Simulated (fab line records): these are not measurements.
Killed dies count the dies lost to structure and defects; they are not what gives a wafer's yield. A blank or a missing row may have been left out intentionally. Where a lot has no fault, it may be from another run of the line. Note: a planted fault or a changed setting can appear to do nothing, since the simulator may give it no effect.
A lot that was struck, set against a sound lot :: flow gf180mcu :: 28 out of 602 route steps
Sound: the wafers L613.3, L613.4, L613.6. The struck wafers were L631.1, L631.2, L631.6. The cause is given at the end.
Each step with rows lists, per side, the tool, then ch with its chambers, then its first start. Under that, the readings that differ: sound wafers :: struck wafers :: difference of the means :: sigmas: that difference in standard deviations of wafers without a fault.
alike: readings whose means differ by less than 2 such deviations, and words and numbers that are the same on both sides. not compared: withheld readings, readings that some wafer has no value for, bounds like >300 that may hide the same value, and numbers for which the record gives no deviation and whose values overlap.
The two part at a step that has a row with sigmas, a row that says differs or no value, or rows on one side only. Numbers that have no deviation but don't overlap get no sigmas and don't part them. Lack of a reading on every wafer of one side parts them only where that side has two or more wafers.

GF_V5_ETCH_17: etches SiO2 in C4F8/O2/Ar, stops on TiN, target depth 855 nm.
  sound: rieDiel-01 ch 0,2; struck: rieDiel-02 ch 0,1,3
  alike: biasW, oesProductAu
then, 5 steps without rows for these wafers: GF_V5_STRIP_18 (strips in O2/N2); GF_V5_STRIP_19 (strips in post etch residue remover, time 1200 s); GF_V5_CLEAN_20 (cleans in DIW); GF_V5_SPUTTER_21 (material Ti, target thk 15 nm, time 80.02 s); GF_V5_SPUTTER_22 (material TiN, target thk 10 nm, time 40 s).
GF_V5_CVD_23: deposits W, target thk 350 nm, time 104.9 s.
  sound on cvdW-01 ch 0,1, day 27 08:35; struck on cvdW-01 ch 0,1, day 32 18:44
  alike: chamberPressureTorr, heaterPowerW
GF_V5_RS_MEAS_24: the measuring method here is four-point-probe.
  sound on filmMetro-03, day 27 08:43; struck on filmMetro-04, day 32 18:51
  alike: V5_W_RS
GF_V5_THK_MEAS_25: measures by xrf.
  sound on filmMetro-03, day 27 08:49; struck on filmMetro-04, day 32 18:58
  alike: V5_W_THK
then, 1 step without rows for these wafers: GF_V5_CMP_26 (polishes, stops on SiO2, t overpolish 15 s, target thk 0 nm).
GF_TOP_METAL_SPUTTER_00: material Ti, target thk 37.5 nm, time 150 s.
  sound on pvdSputter-02, day 27 09:09; struck on pvdSputter-02, day 32 19:20
  alike: cathodeDcPowerW, chamberPressurePa, throttleValvePct
GF_TOP_METAL_SPUTTER_01: material TiN, target thk 30 nm, time 25 s.
  sound on pvdSputter-02, day 27 09:15; struck on pvdSputter-02, day 32 19:26
  alike: cathodeDcPowerW, chamberPressurePa, throttleValvePct
GF_TOP_METAL_SPUTTER_02: material AlCu, target thk 900 nm, time 47.82 s.
  sound on pvdSputter-02, day 27 09:17; struck on pvdSputter-02, day 32 19:28
  no value came back on the struck wafers for cathodeDcPowerW (W), chamberPressurePa (Pa), throttleValvePct (%); on the sound wafers cathodeDcPowerW (W) reads 10599 10600 10598
then, 2 steps without rows for these wafers: GF_TOP_METAL_SPUTTER_03 (material Ti, target thk 5 nm, time 3.3 s); GF_TOP_METAL_SPUTTER_04 (material TiN, target thk 25 nm, time 20.34 s).
GF_TOP_METAL_RS_MEAS_05: the measuring method here is four-point-probe.
  sound on filmMetro-02, day 27 09:25; struck on filmMetro-02, day 32 19:33
reading: TOP_METAL_ALCU_RS (ohm/sq)
sound: 0.0330 0.0331 0.0331
struck: 9.8289 9.7866 9.8176
difference: +9.7780
sigmas: +99 or more
GF_TOP_METAL_THK_MEAS_06: measures by xrf.
  sound on filmMetro-02, day 27 09:31; struck on filmMetro-02, day 32 19:40
reading: TOP_METAL_ALCU_THK (nm)
sound: 894 894 891
struck: <0 <0 <0
difference: differs
sigmas: 
then, 7 steps without rows for these wafers: GF_TOP_METAL_DEHYDRATE_07 (time 60 s); GF_TOP_METAL_HMDS_08 (prime time 60 s); GF_TOP_METAL_COAT_09 (resist thk 1500 nm); GF_TOP_METAL_SOFTBAKE_10 (time 60 s); GF_TOP_METAL_EXPOSE_11 (exposes mask MetalTop, target cd 440 nm); GF_TOP_METAL_PEB_12; GF_TOP_METAL_DEVELOP_13 (develop time 60 s).
GF_TOP_METAL_CD_MEAS_14: the cd target is 440 nm.
  sound on cdSem-02, day 28 05:01; struck on cdSem-02, day 33 11:01
  alike: cdNm
GF_TOP_METAL_OVL_MEAS_15:
  sound on overlay-01, day 28 05:07; struck on overlay-02, day 33 11:10
  alike: TOP_METAL_OVL
GF_TOP_METAL_METAL_ETCH_16: etches the open film in Cl2/BCl3, stops on SiO2, target depth 1077.5 nm, time 179.6 s.
  sound on rieMetal-02 ch 1, day 28 05:15; struck on rieMetal-01 ch 0,1, day 33 11:11
reading: oesProductAu (a.u.)
sound: 0.965 0.961 0.959
struck: 0.990 0.973 0.990
difference: +0.023
sigmas: +4

reading: throttleValvePct (%)
sound: 28.269 28.260 28.259
struck: 28.234 28.234 28.224
difference: -0.032
sigmas: -3
  alike: biasW, drypumpMotorCurrentA
  not compared: rfHoursCounterH
GF_TOP_METAL_STRIP_17: strips in O2/N2.
  sound on plasmaAsher-01 ch 0,1, day 28 05:31; struck on plasmaAsher-02 ch 0,1, day 33 11:22
  alike: drypumpMotorCurrentA, heaterPowerW, oesProductAu, stripTimeToEndpointS
  not compared: rfHoursCounterH

== WHERE THEY PART ==
Earliest at GF_TOP_METAL_SPUTTER_02; latest, in this record, at GF_TOP_METAL_METAL_ETCH_16. Later steps at which nothing parts them and some readings are alike: GF_TOP_METAL_STRIP_17.

WHY: the cause the simulator had injected
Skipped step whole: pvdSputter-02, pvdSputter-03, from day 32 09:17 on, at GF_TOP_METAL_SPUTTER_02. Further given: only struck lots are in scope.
